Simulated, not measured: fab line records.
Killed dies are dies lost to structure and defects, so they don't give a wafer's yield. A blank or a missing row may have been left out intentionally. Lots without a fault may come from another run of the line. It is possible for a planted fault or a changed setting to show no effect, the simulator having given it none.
Problem report in the 8D (eight disciplines) form, filled by code | flow sky130 | the parts of the form that need people (team, actions taken, sign-off) are left out

== 1. WHAT WENT WRONG ==
At SKY_LDD_LDN_IMPLANT_11, doseIonsCm2 averages 1.16e+13 over 6 wafers from 2 lots, while fault-free wafers read 1.25e+13, standard deviation 1.3e+10. That puts it -67 standard deviations away from the usual mean.
The first sign was on wafer L965.1 at day 25 09:44, on implanter-01. The record holds 39 wafers of 13 lots with a number at this step. The rule behind "out" and "out of limits": a value lying over 4 standard deviations away from the usual mean. The other wafers with a number count as sound.

== 2. WHAT IT IS AND WHAT IT IS NOT ==
question                    | is                     | is not
which readings at this step | doseIonsCm2            | -
which lots                  | L965, L968             | L959, L961, L962, L964, L966, L973, L975, L976, L978, L979, L980
which wafers of those lots  | all that have a number | -
read on which tools         | implanter-01           | implanter-02, implanter-04
when                        | from day 25 09:44      | up to then (12 sound wafers); but 21 sound wafers of L966, L973, L975, L976, L978, L979, L980 came after

== 3. WHAT RULES OUT EACH SUSPECT ==
Counting: a tool at a process step up to the reading stays a suspect if it ran every lot that is out and no sound lot after the first of them.
- implanter-01 at SKY_LDD_LDN_IMPLANT_11: ruled out as a lasting fault. Following L965 (day 25 09:44), the first lot on it that is out, the sound lots L978 were run on it.
Left after counting: nothing in the record.

== 4. THE CAUSE (what the simulator had put in) ==
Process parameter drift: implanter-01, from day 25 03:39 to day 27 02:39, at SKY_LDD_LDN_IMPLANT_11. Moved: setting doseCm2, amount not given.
Counting ruled it out, wrongly.

== 5. THE CHAIN OF EFFECTS, in route order ==
Each row: a reading where the mean over the struck wafers with a number is more than 3 standard deviations away from the usual. Only readings for which the record gives a usual standard deviation are gone through. hours: the time from each lot's start at the first step in this table that gives one to its start at this step, as a median over the lots. sigmas: the change in usual standard deviations.
hours | step                   | reading          | usual    | on struck wafers | change    | sigmas
0     | SKY_LDD_LDN_IMPLANT_11 | doseIonsCm2      | 1.25e+13 | 1.16e+13         | -8.74e+11 | -67
0     | SKY_LDD_LDN_IMPLANT_11 | faradayCurrentUA | 70.5     | 65.6             | -4.9      | -3.7
Here are the process steps it includes:
- SKY_LDD_LDN_IMPLANT_11
Later steps that measure or inspect, where all struck wafers having a row at the step show a number for every such reading and not one has moved that far: SKY_POLY_CUT_CD_MEAS_08, SKY_POLY_CUT_OVL_MEAS_09.

== 6. WHAT WOULD HAVE CAUGHT IT SOONER ==
In this record no reading fell out of limits until day 25 09:44, 6 hours after the fault had begun at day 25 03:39.
